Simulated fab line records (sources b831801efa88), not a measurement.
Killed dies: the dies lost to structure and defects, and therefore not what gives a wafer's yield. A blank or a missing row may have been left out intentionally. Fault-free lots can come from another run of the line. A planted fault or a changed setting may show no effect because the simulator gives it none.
fab line records    flow gf180mcu
record: lots: 12  wafers: 36  last-day: 34
route steps=602 shown V2@383 V3@429
lots that met no fault: taken from a fault-free run of the same line
start-h: the number of hours between the record's first day and the start of the first shown wafer of the lot    wait-h: hours from the lot's prior step to this one    " same as the row above    L1.1+2: a row that stands for several wafers    - value missing, or start not given    * or withheld: withheld    < > ~ a bound
route shown NAME@n: names a module that has steps shown in the file, with the first one's number in the route    usual: mean/standard deviation taken from wafers without a fault    same: alike in all rows    chamber/n: place in a boat    sites: the reading at each site    _std_site: standard deviation of those values    _edge_site: inner sites' mean taken away from outer sites' mean    radius-mm: for every site, how far away it sits from the centre of the wafer    mask NAME#n: copy n    behind: the tool/chamber that last shaped the wafer    hold: why the lot was held/for how many hours/how that ended    device: transistor that didn't switch, given as n, p or np    end of line: the route-end tests of the same wafers    for a step that has no rows: nothing shown but its recipe    killed: the dies lost at the first sort to structure and to defects; this is not the yield of the wafer    map: per-die view of a wafer (x killed, . not killed, _ where there is no die)
set.NAME: the setting as run; set.NAME@STEP: as run at that earlier step    model.NAME: the simulator's own value behind a step, which no gauge read
a sample of lots followed through the steps of the route, with each step as a table and each wafer as a row
services: a tool's chamber out of use, with start hour (start-h, from the record's first day; less than 0 if before it), hours out, and reason
== steps ==
step: GF_V2_THK_MEAS_01
recipe: reads: SiO2_of_V2_CVD_00
usual: V2_CVD_00_THK: 600/5.7
lot.wafer  tool           chamber  start-h  wait-h  V2_CVD_00_THK[nm]
L107.2     film-metro-04  -        437.67   0.0     603
L107.3     "              -        "        "       610
L107.5     "              -        "        "       605
L108.2     film-metro-04  -        454.85   0.0     593
L108.3     "              -        "        "       591
L108.5     "              -        "        "       604
L110.1     film-metro-01  -        471.86   0.0     607
L110.2     "              -        "        "       600
L110.3     "              -        "        "       596
L113.1     film-metro-01  -        502.07   0.0     593
L113.2     "              -        "        "       596
L113.4     "              -        "        "       598
L120.3     film-metro-04  -        552.02   0.1     598
L120.4     "              -        "        "       587
L120.5     "              -        "        "       593
L121.3     film-metro-01  -        563.41   0.1     603
L121.4     "              -        "        "       594
L121.5     "              -        "        "       600
L124.2     film-metro-03  -        585.27   0.0     595
L124.3     "              -        "        "       599
L124.4     "              -        "        "       599
L125.2     film-metro-01  -        587.20   0.0     603
L125.5     "              -        "        "       599
L125.6     "              -        "        "       602
L126.2     film-metro-04  -        594.25   0.0     604
L126.3     "              -        "        "       597
L126.5     "              -        "        "       603
L128.2     film-metro-03  -        611.33   0.0     582
L128.4     "              -        "        "       592
L128.6     "              -        "        "       601
L129.3     film-metro-04  -        618.02   0.1     601
L129.5     "              -        "        "       593
L129.6     "              -        "        "       597
L130.1     film-metro-03  -        627.86   0.0     611
L130.2     "              -        "        "       602
L130.4     "              -        "        "       608
step: GF_V2_CMP_26
recipe: stop-on: SiO2  down-force-psi: 3.5  platen-rpm: 60  t-overpolish-s: 15  target-thk-nm: 0  pad-velocity-m-s: 0.94248
usual: motor-current-A: 11.5/0.79  overpolish-run-s: 15.000/0.0095  slurry-flow-ml-min: 150.0/0.5  time-to-endpoint-s: 86/3.5
lot.wafer  tool    chamber  start-h  wait-h  motor-current-A  overpolish-run-s  slurry-flow-ml-min  time-to-endpoint-s
L107.3     cmp-02  3        463.71   0.0     11.8             15.019            150.5               88
L107.2     "       1        "        "       11.9             15.005            150.5               90
L107.5     "       3        "        "       12.4             14.986            149.5               88
L108.2     cmp-02  3        480.58   0.0     12.2             14.991            150.2               90
L108.3     "       2        "        "       12.5             14.994            150.2               84
L108.5     "       3        "        "       12.2             15.008            149.7               87
L110.1     cmp-01  3        497.25   0.1     10.8             15.023            149.2               83
L110.2     "       1        "        "       12.2             14.995            149.9               87
L110.3     "       2        "        "       9.8              14.993            150.0               81
L113.4     cmp-02  1        526.22   0.0     11.9             15.001            150.6               86
L113.1     "       2        "        "       12.7             14.995            149.7               84
L113.2     "       0        "        "       11.1             15.011            150.4               88
L120.4     cmp-02  3        575.40   0.1     11.8             14.978            150.5               87
L120.3     "       1        "        "       12.0             15.002            149.7               90
L120.5     "       3        "        "       11.9             14.997            150.5               88
L121.3     cmp-02  3        587.04   0.0     12.0             14.996            150.1               81
L121.4     "       1        "        "       12.1             15.001            150.1               81
L121.5     "       0        "        "       11.0             15.003            149.8               81
L124.3     cmp-01  1        607.40   0.0     11.8             15.012            150.4               83
L124.4     "       2        "        "       10.8             14.981            149.6               80
L124.2     "       3        "        "       10.7             15.001            150.2               80
L125.2     cmp-01  0        610.39   0.2     11.3             14.992            150.6               85
L125.6     "       1        "        "       11.7             15.006            150.1               84
L125.5     "       2        "        "       10.3             15.003            150.1               81
L126.2     cmp-02  1        617.14   0.0     11.9             14.989            149.4               92
L126.3     "       2        "        "       13.2             14.990            150.0               89
L126.5     "       2        "        "       11.6             15.007            149.9               92
L128.4     cmp-01  2        634.44   0.1     10.9             15.011            150.0               81
L128.2     "       3        "        "       10.3             15.009            148.8               81
L128.6     "       1        "        "       12.3             15.003            150.9               87
L129.3     cmp-01  1        640.06   0.0     11.3             14.996            151.1               86
L129.5     "       1        "        "       12.1             15.015            150.0               89
L129.6     "       2        "        "       10.4             15.008            149.1               83
L130.2     cmp-02  3        648.75   0.0     12.3             15.005            149.7               88
L130.4     "       0        "        "       11.1             14.994            150.5               88
L130.1     "       1        "        "       12.0             15.003            150.0               86
step: GF_V3_CVD_00
recipe: material: SiO2  target-thk-nm: 600  sigma-open-frac: 0.3  temp-c: 400  time-s: 100  sih4-flow-sccm: 60  pressure-mtorr: 6
usual: sih4-flow-sccm: 60.03/0.18
lot.wafer  tool       chamber  start-h  wait-h  sih4-flow-sccm
L107.2     hdpcvd-01  2        489.30   0.0     60.14
L107.3     "          1        "        "       59.48
L107.5     "          0        "        "       60.07
L108.2     hdpcvd-02  2        505.14   0.0     60.15
L108.3     "          1        "        "       60.18
L108.5     "          0        "        "       60.01
L110.1     hdpcvd-02  2        521.89   0.0     60.01
L110.2     "          0        "        "       59.90
L110.3     "          1        "        "       59.94
L113.1     hdpcvd-01  1        550.35   0.0     60.14
L113.2     "          0        "        "       30.45
L113.4     "          0        "        "       30.22
L120.3     hdpcvd-02  2        598.21   0.0     60.03
L120.4     "          2        "        "       60.33
L120.5     "          0        "        "       60.09
L121.3     hdpcvd-02  0        609.76   0.0     60.11
L121.4     "          2        "        "       60.25
L121.5     "          1        "        "       59.93
L124.2     hdpcvd-02  1        629.66   0.0     60.24
L124.3     "          0        "        "       59.91
L124.4     "          2        "        "       60.23
L125.2     hdpcvd-02  2        631.79   0.0     59.93
L125.5     "          1        "        "       60.03
L125.6     "          0        "        "       59.91
L126.2     hdpcvd-01  2        638.21   0.0     60.00
L126.3     "          1        "        "       60.28
L126.5     "          0        "        "       59.86
L128.2     hdpcvd-01  0        654.73   0.0     60.08
L128.4     "          1        "        "       60.00
L128.6     "          2        "        "       59.96
L129.3     hdpcvd-02  0        660.48   0.0     60.14
L129.5     "          1        "        "       59.78
L129.6     "          2        "        "       59.89
L130.1     hdpcvd-02  0        669.42   0.0     60.32
L130.2     "          2        "        "       59.95
L130.4     "          1        "        "       60.23
step: GF_V3_THK_MEAS_01
recipe: reads: SiO2_of_V3_CVD_00
usual: V3_CVD_00_THK: 601/6.7
lot.wafer  tool           chamber  start-h  wait-h  V3_CVD_00_THK[nm]
L107.2     film-metro-03  -        489.38   0.0     605
L107.3     "              -        "        "       607
L107.5     "              -        "        "       595
L108.2     film-metro-03  -        505.22   0.0     596
L108.3     "              -        "        "       610
L108.5     "              -        "        "       602
L110.1     film-metro-02  -        521.97   0.0     593
L110.2     "              -        "        "       592
L110.3     "              -        "        "       604
L113.1     film-metro-04  -        550.42   0.0     611
L113.2     "              -        "        "       304
L113.4     "              -        "        "       303
L120.3     film-metro-03  -        598.30   0.1     599
L120.4     "              -        "        "       592
L120.5     "              -        "        "       604
L121.3     film-metro-02  -        609.86   0.1     599
L121.4     "              -        "        "       597
L121.5     "              -        "        "       606
L124.2     film-metro-02  -        629.74   0.0     617
L124.3     "              -        "        "       608
L124.4     "              -        "        "       598
L125.2     film-metro-04  -        631.87   0.0     601
L125.5     "              -        "        "       609
L125.6     "              -        "        "       605
L126.2     film-metro-04  -        638.29   0.0     602
L126.3     "              -        "        "       600
L126.5     "              -        "        "       590
L128.2     film-metro-03  -        654.82   0.0     587
L128.4     "              -        "        "       601
L128.6     "              -        "        "       609
L129.3     film-metro-03  -        660.57   0.1     613
L129.5     "              -        "        "       610
L129.6     "              -        "        "       601
L130.1     film-metro-02  -        669.49   0.0     600
L130.2     "              -        "        "       590
L130.4     "              -        "        "       597
step: GF_V3_OVL_MEAS_15
usual: V3_OVL: -3/5.9
lot.wafer  tool        chamber  start-h  wait-h  V3_OVL[nm]
L107.2     overlay-01  -        513.49   0.1     -9
L107.3     "           -        "        "       -8
L107.5     "           -        "        "       -5
L108.2     overlay-02  -        528.29   0.1     2
L108.3     "           -        "        "       1
L108.5     "           -        "        "       -6
L110.1     overlay-01  -        545.40   0.1     -11
L110.2     "           -        "        "       -3
L110.3     "           -        "        "       -16
L113.1     overlay-02  -        572.48   0.1     1
L113.2     "           -        "        "       -5
L113.4     "           -        "        "       -6
L120.3     overlay-01  -        619.97   0.1     0
L120.4     "           -        "        "       3
L120.5     "           -        "        "       5
L121.3     overlay-01  -        630.44   0.1     -3
L121.4     "           -        "        "       -8
L121.5     "           -        "        "       -4
L124.2     overlay-01  -        650.36   0.1     1
L124.3     "           -        "        "       -2
L124.4     "           -        "        "       5
L125.2     overlay-02  -        652.30   0.1     -7
L125.5     "           -        "        "       -10
L125.6     "           -        "        "       0
L126.2     overlay-02  -        658.84   0.1     -6
L126.3     "           -        "        "       -1
L126.5     "           -        "        "       -5
L128.2     overlay-01  -        675.50   0.1     6
L128.4     "           -        "        "       0
L128.6     "           -        "        "       3
L129.3     overlay-01  -        680.64   0.1     -5
L129.5     "           -        "        "       -3
L129.6     "           -        "        "       -2
L130.1     overlay-02  -        689.30   0.1     -11
L130.2     "           -        "        "       -10
L130.4     "           -        "        "       -5
== services ==
tool       chamber  start-h  hours  kind
hdpcvd-01  1        490.66   3.9    repair
cmp-02     -        498.83   1.2    repair
cmp-02     -        500.10   0.4    repair
hdpcvd-01  -        505.31   1.8    repair
hdpcvd-01  0        530.48   18.6   repair
hdpcvd-02  -        539.25   15.0   pm
hdpcvd-02  0        539.25   15.0   vent-cycle
hdpcvd-02  1        539.25   15.0   vent-cycle
hdpcvd-02  2        539.25   15.0   vent-cycle
cmp-02     -        545.42   0.8    repair
hdpcvd-02  0        554.25   -      clean
hdpcvd-02  1        554.25   -      clean
hdpcvd-02  2        554.25   -      clean
cmp-02     -        575.96   4.0    pm
cmp-02     -        579.96   -      consumable-replace:conditioner
cmp-02     -        579.96   -      consumable-replace:pad
hdpcvd-01  -        584.58   0.6    repair
cmp-02     -        591.54   3.5    pm
hdpcvd-01  0        599.33   11.8   repair
cmp-02     -        634.11   0.3    repair
cmp-01     -        668.69   0.5    repair
== key ==
first-sign: step: GF_V3_CVD_00  reading: sih4-flow-sccm  direction: down  sigmas: 99+  usual: 60.03  struck: 30.34
effect: step: GF_V3_THK_MEAS_01  reading: V3_CVD_00_THK  direction: down  sigmas: 45  usual: 601  struck: 304
met-at GF_V3_CVD_00
struck-lots L113
struck-wafers L113.2,L113.4
not-acting-at GF_V2_THK_MEAS_01,GF_V2_CMP_26,GF_V3_OVL_MEAS_15
onset-between 489.30 550.35
fault: kind: process-parameter-drift  tool: hdpcvd-01  chamber: 0  onset-h: 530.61  steps: GF_V3_CVD_00  channel: sih4-flow-sccm  offset: -30  shape: step  end-h: 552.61  acts-in: these-recipes-only  stated: 60
